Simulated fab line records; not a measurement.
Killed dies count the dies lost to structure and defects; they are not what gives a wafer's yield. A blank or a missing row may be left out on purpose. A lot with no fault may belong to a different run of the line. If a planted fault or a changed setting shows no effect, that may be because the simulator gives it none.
fab line records | flow sky130
[record] lots = 15 | wafers = 45 | last-day = 50
route steps=708 shown PWDE@55 GATE_OXIDE@188 POLY_GATE@230 VIA1@460
lots that met no fault: from a run of the same line without faults
start-h: hours from the record's first day to the start of the lot's first wafer shown | wait-h: hours from the lot's prior step to this one | " repeats the value in the row above | L1.1+2: a single row standing in for several wafers | - no value, or no start was given | * or withheld: withheld | < > ~ a bound
route shown NAME@n: names a module that has steps shown in the file, with the first one's number in the route | usual: mean/standard deviation taken from wafers without a fault | same: alike in all rows | chamber/n: place in a boat | sites: each site's reading | _std_site: standard deviation across them | _edge_site: inner sites' mean taken away from outer sites' mean | radius-mm: for every site, how far away it sits from the centre of the wafer | mask NAME#n: copy n | behind: the tool/chamber that last shaped the wafer | hold: reason for holding the lot/hours on hold/outcome of the hold | device: the n, p or np transistor that did not switch | end of line: at the end of the route, the tests of the same wafers | for a step that has no rows: nothing shown but its recipe | killed: count of dies lost to structure and defects at first sort (not the wafer's yield) | map: shows each die of a wafer: x if killed, . if not, _ if none is there
set.NAME: setting as actually run; set.NAME@STEP: the setting as run at that earlier step | model.NAME: the simulator's own value behind a step, which no gauge read
one table for each step of the route and one row for each wafer, over a sample of lots
services: when a tool's chamber went out of use (start-h, in hours from the record's first day, below 0 if earlier), for how many hours, and the reason
[[steps]]
[step SKY_PWDE_TW_MEAS_10]
[usual] PWDE_TW = 376/4
lot.wafer | tool          | chamber | start-h | wait-h | PWDE_TW
L674.1    | film-metro-03 | -       | 78.01   | 0.1    | 375
L674.4    | "             | -       | "       | "      | 375
L674.5    | "             | -       | "       | "      | 376
L675.2    | film-metro-03 | -       | 80.00   | 0.1    | 377
L675.3    | "             | -       | "       | "      | 376
L675.6    | "             | -       | "       | "      | 375
L676.1    | film-metro-04 | -       | 80.91   | 0.1    | 382
L676.2    | "             | -       | "       | "      | 382
L676.3    | "             | -       | "       | "      | 382
L677.1    | film-metro-03 | -       | 85.66   | 0.1    | 376
L677.3    | "             | -       | "       | "      | 377
L677.4    | "             | -       | "       | "      | 376
L678.2    | film-metro-04 | -       | 97.22   | 0.1    | 380
L678.3    | "             | -       | "       | "      | 382
L678.5    | "             | -       | "       | "      | 379
L679.2    | film-metro-02 | -       | 97.60   | 0.1    | 368
L679.3    | "             | -       | "       | "      | 369
L679.6    | "             | -       | "       | "      | 369
L682.2    | film-metro-03 | -       | 112.20  | 0.1    | 376
L682.4    | "             | -       | "       | "      | 376
L682.6    | "             | -       | "       | "      | 375
L689.1    | film-metro-03 | -       | 155.31  | 0.1    | 376
L689.4    | "             | -       | "       | "      | 377
L689.6    | "             | -       | "       | "      | 376
L690.1    | film-metro-04 | -       | 157.76  | 0.1    | 379
L690.2    | "             | -       | "       | "      | 380
L690.6    | "             | -       | "       | "      | 382
L691.1    | film-metro-02 | -       | 166.46  | 0.1    | 368
L691.3    | "             | -       | "       | "      | 369
L691.6    | "             | -       | "       | "      | 369
L693.1    | film-metro-03 | -       | 174.66  | 0.1    | 378
L693.3    | "             | -       | "       | "      | 377
L693.6    | "             | -       | "       | "      | 377
L694.4    | film-metro-02 | -       | 179.77  | 0.1    | 369
L694.5    | "             | -       | "       | "      | 370
L694.6    | "             | -       | "       | "      | 370
L695.1    | film-metro-03 | -       | 187.24  | 0.1    | 377
L695.3    | "             | -       | "       | "      | 377
L695.4    | "             | -       | "       | "      | 377
L696.4    | film-metro-04 | -       | 205.54  | 0.1    | 377
L696.5    | "             | -       | "       | "      | 377
L696.6    | "             | -       | "       | "      | 377
L697.1    | film-metro-03 | -       | 205.86  | 0.1    | 378
L697.3    | "             | -       | "       | "      | 377
L697.6    | "             | -       | "       | "      | 376
[step SKY_GATE_OXIDE_OXIDATION_01]
[recipe] temp-c = 900 | ambient = O2 | stabilise-s = 600 | purge-s = 300 | target-thk-a = 102.68 | ox-time-s = 1473
[usual] ox-temp-c = 900.0/0.39 | ox-temp-c-max = 904.5/0.85 | spike-tc-bottom-C = 917.2/2.3 | spike-tc-upper-C = 900.7/1.2 | zone-power-upper-pct = 18.5/0.59
lot.wafer | tool       | chamber | start-h | wait-h | ox-temp-c | ox-temp-c-max | spike-tc-bottom-C | spike-tc-upper-C | zone-power-upper-pct
L674.1    | furnace-01 | 0       | 294.28  | 0.5    | 899.6     | 903.3         | 914.6             | 899.6            | 19.2
L674.4    | "          | 0       | "       | "      | 900.0     | 904.0         | 915.8             | 899.5            | 19.2
L674.5    | "          | 0       | "       | "      | 900.6     | 905.6         | 914.6             | 901.4            | 19.0
L675.2    | furnace-02 | 0       | 296.26  | 1.1    | 900.3     | 904.9         | 919.9             | 900.5            | 18.0
L675.3    | "          | 0       | "       | "      | 899.8     | 903.6         | 921.6             | 898.4            | 18.2
L675.6    | "          | 0       | "       | "      | 899.7     | 903.4         | 919.0             | 898.6            | 17.8
L676.1    | furnace-01 | 0       | 298.37  | 0.9    | 900.0     | 905.2         | 915.1             | 901.2            | 19.3
L676.2    | "          | 0       | "       | "      | 899.7     | 903.6         | 915.3             | 902.0            | 19.0
L676.3    | "          | 0       | "       | "      | 899.5     | 903.1         | 915.3             | 900.7            | 19.0
L677.1    | furnace-02 | 0       | 303.41  | 0.7    | 900.2     | 905.1         | 922.0             | 900.5            | 17.9
L677.3    | "          | 0       | "       | "      | 900.2     | 904.2         | 919.6             | 900.4            | 17.9
L677.4    | "          | 0       | "       | "      | 900.0     | 904.6         | 918.5             | 900.2            | 18.0
L678.2    | furnace-02 | 0       | 320.03  | 0.0    | 899.8     | 904.4         | 919.1             | 898.0            | 17.9
L678.3    | "          | 0       | "       | "      | 898.9     | 902.9         | 919.2             | 899.7            | 18.0
L678.5    | "          | 0       | "       | "      | 899.3     | 904.2         | 919.2             | 898.8            | 18.0
L679.2    | furnace-01 | 0       | 325.05  | 0.9    | 900.0     | 903.3         | 914.0             | 901.5            | 19.3
L679.3    | "          | 0       | "       | "      | 899.8     | 904.0         | 915.9             | 900.2            | 19.0
L679.6    | "          | 0       | "       | "      | 899.4     | 903.4         | 914.4             | 902.2            | 19.0
L682.2    | furnace-02 | 0       | 345.18  | 0.8    | 900.5     | 904.9         | 921.0             | 898.3            | 17.9
L682.4    | "          | 0       | "       | "      | 900.5     | 906.6         | 918.9             | 899.1            | 18.0
L682.6    | "          | 0       | "       | "      | 900.0     | 905.7         | 919.1             | 898.3            | 17.9
L689.1    | furnace-02 | -       | 406.63  | 0.6    | -         | -             | -                 | -                | -
L689.4    | "          | -       | "       | "      | -         | -             | -                 | -                | -
L689.6    | "          | -       | "       | "      | -         | -             | -                 | -                | -
L690.1    | furnace-02 | -       | 410.89  | 1.2    | -         | -             | -                 | -                | -
L690.2    | "          | -       | "       | "      | -         | -             | -                 | -                | -
L690.6    | "          | -       | "       | "      | -         | -             | -                 | -                | -
L691.1    | furnace-02 | -       | 427.49  | 1.3    | -         | -             | -                 | -                | -
L691.3    | "          | -       | "       | "      | -         | -             | -                 | -                | -
L691.6    | "          | -       | "       | "      | -         | -             | -                 | -                | -
L693.1    | furnace-01 | 0       | 437.15  | 1.1    | 899.8     | 905.0         | 915.0             | 901.6            | 19.0
L693.3    | "          | 0       | "       | "      | 900.1     | 903.2         | 917.1             | 901.1            | 19.3
L693.6    | "          | 0       | "       | "      | 899.7     | 904.7         | 914.2             | 900.5            | 19.0
L694.4    | furnace-01 | 0       | 444.31  | 0.8    | 899.8     | 903.7         | 915.1             | 902.2            | 19.2
L694.5    | "          | 0       | "       | "      | 900.1     | 904.1         | 914.9             | 902.3            | 19.3
L694.6    | "          | 0       | "       | "      | 900.0     | 904.2         | 914.3             | 903.2            | 19.4
L695.1    | furnace-01 | 0       | 453.45  | 0.0    | 899.3     | 903.6         | 914.8             | 900.5            | 19.3
L695.3    | "          | 0       | "       | "      | 899.8     | 904.6         | 913.1             | 902.0            | 19.0
L695.4    | "          | 0       | "       | "      | 899.5     | 905.8         | 915.1             | 900.9            | 19.2
L696.4    | furnace-02 | 0       | 479.32  | 0.0    | 900.1     | 904.9         | 919.4             | 899.6            | 18.1
L696.5    | "          | 0       | "       | "      | 899.8     | 905.1         | 917.7             | 898.2            | 17.7
L696.6    | "          | 0       | "       | "      | 899.5     | 904.5         | 918.8             | 898.7            | 17.9
L697.1    | furnace-01 | 0       | 480.39  | 0.0    | 900.5     | 904.8         | 914.7             | 903.0            | 19.4
L697.3    | "          | 0       | "       | "      | 900.0     | 904.1         | 915.5             | 901.7            | 19.0
L697.6    | "          | 0       | "       | "      | 900.7     | 905.3         | 914.1             | 901.2            | 19.4
[step SKY_POLY_GATE_ETCH_16]
[recipe] stop-on = poly-Si | chemistry = CH3F/O2 | target = Si3N4 | source-w = 400 | bias-w = 80 | pressure-mtorr = 25 | ch3f-flow-sccm = 40 | O2_flow_sccm = 30 | time-s = 147.5 | target-depth-a = 750
[usual] drypump-motor-current-A = 5.6/0.47 | oes-product-au = 0.642/0.0055 | throttle-valve-pct = 10.535/0.0093
lot.wafer | tool        | chamber | start-h | wait-h | drypump-motor-current-A | oes-product-au | rf-hours-counter-h | throttle-valve-pct
L674.1    | rie-diel-01 | 2       | 384.54  | 0.0    | 5.3                     | 0.646          | 82                 | 10.535
L674.4    | "           | 3       | "       | "      | 6.0                     | 0.640          | 5                  | 10.533
L674.5    | "           | 2       | "       | "      | 5.3                     | 0.639          | -                  | 10.541
L675.2    | rie-diel-03 | 1       | 384.89  | 0.0    | 5.5                     | 0.634          | 50                 | 10.531
L675.3    | "           | 2       | "       | "      | 5.4                     | 0.629          | 6                  | 10.549
L675.6    | "           | 1       | "       | "      | 5.4                     | 0.644          | -                  | 10.535
L676.1    | rie-diel-03 | 1       | 390.73  | 0.0    | 5.4                     | 0.648          | 51                 | 10.525
L676.2    | "           | 0       | "       | "      | 5.9                     | 0.640          | 11                 | 10.527
L676.3    | "           | 2       | "       | "      | 5.4                     | 0.653          | 6                  | 10.536
L677.1    | rie-diel-02 | 3       | 397.61  | 0.0    | 5.2                     | 0.645          | 52                 | 10.539
L677.3    | "           | 0       | "       | "      | 5.1                     | 0.649          | 8                  | 10.535
L677.4    | "           | 2       | "       | "      | 5.3                     | 0.641          | 3                  | 10.533
L678.2    | rie-diel-01 | 3       | 411.46  | 0.0    | 6.0                     | 0.636          | 6                  | 10.543
L678.3    | "           | 2       | "       | "      | 5.3                     | 0.652          | 83                 | 10.539
L678.5    | "           | 1       | "       | "      | 6.5                     | 0.642          | -                  | 10.532
L679.2    | rie-diel-01 | 0       | 413.83  | 0.0    | 5.1                     | 0.644          | 83                 | 10.532
L679.3    | "           | 2       | "       | "      | 5.3                     | 0.645          | 83                 | 10.533
L679.6    | "           | 0       | "       | "      | 5.1                     | 0.644          | -                  | 10.529
L682.2    | rie-diel-02 | 2       | 441.11  | 0.0    | 5.3                     | 0.638          | 4                  | 10.525
L682.4    | "           | 0       | "       | "      | 5.1                     | 0.649          | 9                  | 10.542
L682.6    | "           | 2       | "       | "      | 5.3                     | 0.636          | -                  | 10.546
L693.1    | rie-diel-03 | 0       | 538.23  | 0.0    | 5.9                     | 0.648          | 13                 | 10.527
L693.3    | "           | 1       | "       | "      | 5.4                     | 0.641          | 53                 | 10.544
L693.6    | "           | 2       | "       | "      | 5.4                     | 0.647          | -                  | 10.533
L694.4    | rie-diel-01 | 3       | 542.19  | 0.0    | 6.1                     | 0.634          | -                  | 10.529
L694.5    | "           | 1       | "       | "      | 6.5                     | 0.653          | -                  | 10.540
L694.6    | "           | 2       | "       | "      | 5.3                     | 0.648          | -                  | 10.537
L695.1    | rie-diel-01 | 1       | 551.98  | 0.0    | 6.4                     | 0.647          | 10                 | 10.534
L695.3    | "           | 2       | "       | "      | 5.3                     | 0.630          | 85                 | 10.531
L695.4    | "           | 2       | "       | "      | 5.3                     | 0.642          | -                  | 10.532
L697.1    | rie-diel-01 | 1       | 579.58  | 0.0    | 6.4                     | 0.640          | 11                 | 10.536
L697.3    | "           | 2       | "       | "      | 5.3                     | 0.635          | 0                  | 10.537
L697.6    | "           | 1       | "       | "      | 6.5                     | 0.634          | -                  | 10.538
L696.4    | rie-diel-03 | 0       | 579.93  | 0.0    | 5.8                     | 0.646          | 14                 | 10.531
L696.5    | "           | 0       | "       | "      | 5.8                     | 0.640          | -                  | 10.534
L696.6    | "           | 3       | "       | "      | 5.9                     | 0.648          | -                  | 10.543
[step SKY_VIA1_CMP_02]
[recipe] material = SiO2 | down-force-psi = 4 | platen-rpm = 60 | pad-velocity-m-s = 0.94248
[usual] motor-current-A = 12.6/1.4 | slurry-filter-dp-kPa = 13.50/0.14
lot.wafer | tool   | chamber | start-h | wait-h | motor-current-A | slurry-filter-dp-kPa
L674.4    | cmp-02 | 3       | 782.33  | 0.5    | 9.8             | 13.55
L674.1    | "      | 0       | "       | "      | 12.8            | 13.41
L674.5    | "      | 3       | "       | "      | 10.2            | 13.37
L675.3    | cmp-02 | 0       | 784.77  | 0.1    | 12.8            | 13.32
L675.2    | "      | 2       | "       | "      | 10.9            | 13.52
L675.6    | "      | 0       | "       | "      | 13.8            | 13.28
L676.2    | cmp-01 | 0       | 789.29  | 0.0    | 13.7            | 13.92
L676.1    | "      | 1       | "       | "      | 11.4            | 13.50
L676.3    | "      | 2       | "       | "      | 14.8            | 13.53
L677.1    | cmp-01 | 2       | 793.36  | 0.1    | 14.3            | 13.31
L677.4    | "      | 3       | "       | "      | 11.6            | 13.76
L677.3    | "      | 1       | "       | "      | 11.9            | 13.46
L678.2    | cmp-01 | 0       | 806.16  | 0.1    | 14.0            | 13.45
L678.3    | "      | 1       | "       | "      | 12.0            | 13.54
L678.5    | "      | 0       | "       | "      | 14.0            | 13.50
L679.3    | cmp-01 | 1       | 807.73  | 0.1    | 11.9            | 13.52
L679.2    | "      | 2       | "       | "      | 14.9            | 13.35
L679.6    | "      | 0       | "       | "      | 14.1            | 13.35
L682.2    | cmp-01 | 0       | 832.23  | 0.0    | 14.0            | 13.56
L682.4    | "      | 1       | "       | "      | 12.1            | 13.31
L682.6    | "      | 0       | "       | "      | 15.1            | 13.32
L693.3    | cmp-01 | 2       | 917.86  | 0.1    | 14.6            | 13.51
L693.1    | "      | 0       | "       | "      | 14.3            | 13.37
L693.6    | "      | 2       | "       | "      | 14.6            | 13.37
L694.4    | cmp-02 | 3       | 918.26  | 0.1    | 10.4            | 13.58
L694.6    | "      | 1       | "       | "      | 12.4            | 13.32
L694.5    | "      | 2       | "       | "      | 11.5            | 13.66
L695.1    | cmp-01 | 1       | 922.59  | 0.1    | 11.8            | 13.35
L695.4    | "      | 2       | "       | "      | 14.6            | 13.38
L695.3    | "      | 0       | "       | "      | 13.9            | 13.45
L697.1    | cmp-02 | 0       | 945.78  | 0.1    | 13.0            | 13.51
L697.3    | "      | 2       | "       | "      | 10.5            | 13.40
L697.6    | "      | 0       | "       | "      | 13.7            | 13.59
L696.4    | cmp-02 | 3       | 948.62  | 0.1    | 10.4            | 13.50
L696.6    | "      | 2       | "       | "      | 11.2            | 13.48
L696.5    | "      | 3       | "       | "      | 10.1            | 13.53
[[services]]
tool       | chamber | start-h | hours | kind
furnace-01 | -       | 337.88  | 4.4   | repair
cmp-01     | -       | 340.37  | 1.3   | repair
furnace-02 | -       | 356.05  | 3.6   | pm
furnace-02 | -       | 364.29  | 3.4   | pm
furnace-02 | -       | 379.41  | 10.1  | pm
cmp-01     | -       | 392.04  | 7.5   | pm
cmp-01     | -       | 404.00  | 4.0   | pm
cmp-01     | -       | 425.80  | 0.5   | repair
cmp-01     | -       | 446.94  | 4.8   | pm
cmp-01     | -       | 452.11  | 1.0   | repair
cmp-01     | -       | 492.39  | 0.7   | repair
furnace-01 | -       | 495.39  | 3.2   | pm
furnace-02 | -       | 524.62  | 4.3   | pm
furnace-02 | -       | 530.35  | 2.9   | pm
furnace-01 | -       | 536.90  | 3.3   | pm
cmp-01     | -       | 545.39  | 1.3   | repair
cmp-01     | -       | 568.02  | 2.0   | repair
cmp-01     | -       | 607.23  | 0.5   | repair
cmp-01     | -       | 620.64  | 0.4   | repair
cmp-01     | -       | 655.45  | 1.0   | repair
furnace-02 | -       | 692.05  | 3.0   | pm
furnace-02 | -       | 778.53  | 3.0   | repair
furnace-02 | -       | 813.11  | 4.5   | pm
furnace-02 | -       | 860.05  | 3.0   | pm
[[key]]
[first-sign] step = SKY_GATE_OXIDE_OXIDATION_01 | reading = tool-record | direction = missing
effect none on later readings
met-at SKY_GATE_OXIDE_OXIDATION_01
struck-lots L689,L690,L691
later-rows-left-out L689.1,L689.4,L689.6,L690.1,L690.2,L690.6,L691.1,L691.3,L691.6
sort-left-out L689.1,L689.4,L689.6,L690.1,L690.2,L690.6,L691.1,L691.3,L691.6
tester-left-out L689,L690,L691
not-acting-at SKY_PWDE_TW_MEAS_10,SKY_POLY_GATE_ETCH_16,SKY_VIA1_CMP_02
onset-between 345.18 406.63
[fault] kind = skipped-step-whole | tool = furnace-02 | chamber = - | onset-h = 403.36 | steps = SKY_GATE_OXIDE_OXIDATION_01 | scope = struck-lots-only
// tester-left-out: of these lots the tester's yield and bins aren't shown, on N5 and GAA mostly nor the transistor test; their killed dies are dies lost to structure and defects alone, not to doping, threshold or leakage, so they don't give the yield
// sort-left-out: the simulated sort isn't trusted on such a fault, so these wafers' sort isn't shown, and their yield isn't known
// later-rows-left-out: the simulator's readings of these wafers behind a module that went badly wrong aren't trusted and aren't shown, but for the sort
